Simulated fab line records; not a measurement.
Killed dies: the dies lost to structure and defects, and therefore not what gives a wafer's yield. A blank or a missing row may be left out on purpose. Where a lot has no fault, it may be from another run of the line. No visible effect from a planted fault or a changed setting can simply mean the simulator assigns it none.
Matching of chambers + flow gf180mcu + GF_CONTACT_ETCH_16 on rie-diel-01: 4 sister chambers
The step etches BARC in N2/H2. 4 wafers are shown with their chamber, then 7 later ones without.

== EACH WAFER AND ITS CHAMBER ==
| wafer  | chamber | drypump-motor-current-A (A) |
|--------|---------|-----------------------------|
| L580.6 | 3       | 5.0                         |
| L581.4 | 2       | 6.6                         |
| L583.1 | 0       | 5.9                         |
| L583.2 | 1       | 6.3                         |

== WAFERS WITHOUT THEIR CHAMBER ==
| wafer  | drypump-motor-current-A (A) |
|--------|-----------------------------|
| L583.6 | 6.5                         |
| L587.1 | 5.9                         |
| L587.2 | 6.6                         |
| L587.5 | 5.0                         |
| L591.2 | 6.4                         |
| L591.3 | 5.9                         |
| L591.4 | 6.5                         |

== WHICH CHAMBER EACH ONE RAN IN ==
| wafer  | from the rows above     | in truth |
|--------|-------------------------|----------|
| L583.6 | can't be placed: 2 or 1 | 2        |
| L587.1 | 0                       | 0        |
| L587.2 | 2                       | 2        |
| L587.5 | 3                       | 3        |
| L591.2 | can't be placed: 1 or 2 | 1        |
| L591.3 | 0                       | 0        |
| L591.4 | can't be placed: 2 or 1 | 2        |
Correct placement for 4 of the 7. Unplaceable from these rows: 3, with the true chamber sitting among the candidates in 3. 0 placed wrongly.
How it was worked out, from the rows above alone: a wafer's distance from a chamber is the root of the sum, over the readings, of the square of ((its reading less the chamber's mean) divided by the reading's scatter). If the next closest chamber is less than 2 further off than the closest, the wafer can't be placed; otherwise it belongs to the closest. A chamber's mean is the mean of its shown wafers. The scatter: root of mean squared gap, hidden wafer to nearest shown wafer, with one shown wafer a chamber.
